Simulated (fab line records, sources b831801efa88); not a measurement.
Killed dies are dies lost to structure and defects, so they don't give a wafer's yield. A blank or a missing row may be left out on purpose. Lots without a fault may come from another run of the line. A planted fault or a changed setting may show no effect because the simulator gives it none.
A struck lot beside a sound one | flow sky130 | 44 steps out of a route of 708
Sound: wafers L464.1, L464.4, L464.6. Struck: wafers L454.2, L454.3, L454.6. The cause comes at the end.
At each step with rows: each side's tool, then ch and its chambers, then its first start. Under that, the readings that differ: sound wafers | struck wafers | difference of the means | sigmas: that difference in standard deviations of wafers without a fault.
alike: readings whose means differ by less than 2 such deviations, and words and numbers that are the same on both sides. not compared: withheld readings, readings that some wafer has no value for, bounds like >300 that may hide the same value, and numbers for which the record gives no deviation and whose values overlap.
The two part at a step that has a row with sigmas, a row that says differs or no value, or rows on one side only. Numbers that don't overlap but have no deviation are shown without sigmas and don't part them. A reading that every wafer of one side lacks parts them only if that side has two wafers or more.

first, 6 steps without rows for these wafers: SKY_VT_ADJUST_LVTN_HMDS_12 (prime time 60 s); SKY_VT_ADJUST_LVTN_COAT_13 (resist thk 1140 nm); SKY_VT_ADJUST_LVTN_SOFTBAKE_14 (time 60 s); SKY_VT_ADJUST_LVTN_EXPOSE_15 (exposes mask HVN STD DERIVED, target cd 600 nm); SKY_VT_ADJUST_LVTN_PEB_16; SKY_VT_ADJUST_LVTN_DEVELOP_17 (develop time 60 s).
SKY_VT_ADJUST_LVTN_OVL_MEAS_18:
  sound on overlay-01, day 12 17:25; struck on overlay-02, day 10 10:19
  alike: VT_ADJUST_LVTN_01_OVL
then, 1 step without rows for these wafers: SKY_VT_ADJUST_LVTN_IMPLANT_19.
SKY_VT_ADJUST_LVTN_STRIP_20: strips in O2/N2.
  sound on plasma_asher-02 ch 0,1, day 12 17:37; struck on plasma_asher-01 ch 0,1, day 10 10:29
  alike: drypump_motor_current_A, o2_flow_sccm, oes_product_au, strip_time_to_endpoint_s
  not compared: rf_hours_counter_h
SKY_VT_ADJUST_LVTN_TW_MEAS_21:
  sound on film_metro-01, day 12 17:43; struck on film_metro-03, day 10 10:36
  reading             | sound             | struck            | difference | sigmas
  VT_ADJUST_LVTN_2_TW | 187.6 185.9 187.7 | 192.1 191.6 189.5 | +4.0       | +2
then, 2 steps without rows for these wafers: SKY_VT_ADJUST_NCORE_DEHYDRATE_00 (time 60 s); SKY_VT_ADJUST_NCORE_HMDS_01 (prime time 60 s).
SKY_VT_ADJUST_NCORE_COAT_02: resist thk 1140 nm.
  sound on litho_track-01 ch 0, day 13 05:58; struck on litho_track-04, day 10 22:11
  no value came back on the struck wafers for chill_plate_temp_C (C), dispense_pressure_kPa (kPa); on the sound wafers chill_plate_temp_C (C) reads 23.00 23.04 23.01
then, 4 steps without rows for these wafers: SKY_VT_ADJUST_NCORE_SOFTBAKE_03 (time 60 s); SKY_VT_ADJUST_NCORE_EXPOSE_04 (exposes mask LVTN COMPLEMENT THIN, target cd 380 nm); SKY_VT_ADJUST_NCORE_PEB_05; SKY_VT_ADJUST_NCORE_DEVELOP_06 (develop time 60 s).
SKY_VT_ADJUST_NCORE_CD_MEAS_07: target cd 380 nm.
  sound on cd_sem-01, day 13 18:46; struck on cd_sem-01, day 11 09:05
  reading    | sound             | struck | difference                    | sigmas
  cd_nm (nm) | 380.3 380.3 378.4 | - - -  | no value on the struck wafers |
SKY_VT_ADJUST_NCORE_OVL_MEAS_08:
  sound on overlay-01, day 13 18:53; struck on overlay-01, day 11 09:11
  reading                  | sound       | struck | difference                    | sigmas
  VT_ADJUST_NCORE_OVL (nm) | 2.1 1.6 1.6 | - - -  | no value on the struck wafers |
then, 1 step without rows for these wafers: SKY_VT_ADJUST_NCORE_IMPLANT_09.
SKY_VT_ADJUST_NCORE_STRIP_10: strips in O2/N2.
  sound on plasma_asher-04 ch 0,1, day 13 19:04; struck on plasma_asher-01 ch 0,1, day 11 09:22
  no value came back on the struck wafers for oes_product_au (a.u.), strip_time_to_endpoint_s (s); on the sound wafers oes_product_au (a.u.) reads 0.721 0.716 0.718
  alike: drypump_motor_current_A, o2_flow_sccm
  not compared: rf_hours_counter_h
SKY_VT_ADJUST_NCORE_TW_MEAS_11:
  sound on film_metro-04, day 13 19:10; struck on film_metro-02, day 11 09:29
  alike: VT_ADJUST_NCORE_TW
then, 7 steps without rows for these wafers: SKY_VT_ADJUST_HVTR_DEHYDRATE_00 (time 60 s); SKY_VT_ADJUST_HVTR_HMDS_01 (prime time 60 s); SKY_VT_ADJUST_HVTR_COAT_02 (resist thk 1140 nm); SKY_VT_ADJUST_HVTR_SOFTBAKE_03 (time 60 s); SKY_VT_ADJUST_HVTR_EXPOSE_04 (exposes mask HVTRM, target cd 380 nm); SKY_VT_ADJUST_HVTR_PEB_05; SKY_VT_ADJUST_HVTR_DEVELOP_06 (develop time 60 s).
SKY_VT_ADJUST_HVTR_CD_MEAS_07: target cd 380 nm.
  sound on cd_sem-02, day 14 20:34; struck on cd_sem-02, day 12 09:17
  alike: cd_nm
SKY_VT_ADJUST_HVTR_OVL_MEAS_08:
  sound on overlay-02, day 14 20:41; struck on overlay-02, day 12 09:24
  alike: VT_ADJUST_HVTR_OVL
then, 1 step without rows for these wafers: SKY_VT_ADJUST_HVTR_IMPLANT_09.
SKY_VT_ADJUST_HVTR_STRIP_10: strips in O2/N2.
  sound on plasma_asher-04 ch 0,1, day 14 20:53; struck on plasma_asher-02 ch 1, day 12 09:35
  alike: drypump_motor_current_A, o2_flow_sccm, oes_product_au, strip_time_to_endpoint_s
  not compared: rf_hours_counter_h
SKY_VT_ADJUST_HVTR_TW_MEAS_11:
  sound on film_metro-03, day 14 20:59; struck on film_metro-02, day 12 09:41
  reading           | sound             | struck            | difference | sigmas
  VT_ADJUST_HVTR_TW | 215.2 214.1 214.7 | 261.8 263.0 264.0 | +48.3      | +16
then, 7 steps without rows for these wafers: SKY_VT_ADJUST_PCH_DEHYDRATE_00 (time 60 s); SKY_VT_ADJUST_PCH_HMDS_01 (prime time 60 s); SKY_VT_ADJUST_PCH_COAT_02 (resist thk 3000 nm); SKY_VT_ADJUST_PCH_SOFTBAKE_03; SKY_VT_ADJUST_PCH_EXPOSE_04 (exposes mask NWM, target cd 840 nm); SKY_VT_ADJUST_PCH_PEB_05; SKY_VT_ADJUST_PCH_DEVELOP_06 (develop time 60 s).
SKY_VT_ADJUST_PCH_OVL_MEAS_07:
  sound on overlay-01, day 16 00:22; struck on overlay-01, day 13 10:34
  alike: VT_ADJUST_PCH_OVL
SKY_VT_ADJUST_PCH_TW_MEAS_10:
  sound on film_metro-04, day 16 00:38; struck on film_metro-04, day 13 10:51
  reading          | sound             | struck            | difference | sigmas
  VT_ADJUST_PCH_TW | 143.9 144.1 144.2 | 232.2 234.7 232.2 | +89.0      | +68
SKY_SONOS_TUNNEL_TW_MEAS_12:
  sound on film_metro-01, day 17 05:32; struck on film_metro-04, day 14 13:51
  reading         | sound             | struck            | difference | sigmas
  SONOS_TUNNEL_TW | 194.5 195.4 195.9 | 256.8 255.6 255.8 | +60.8      | +28

WHERE THEY PART
First at SKY_VT_ADJUST_LVTN_TW_MEAS_21; last, within this record, at SKY_SONOS_TUNNEL_TW_MEAS_12.

WHY: what the simulator had put in
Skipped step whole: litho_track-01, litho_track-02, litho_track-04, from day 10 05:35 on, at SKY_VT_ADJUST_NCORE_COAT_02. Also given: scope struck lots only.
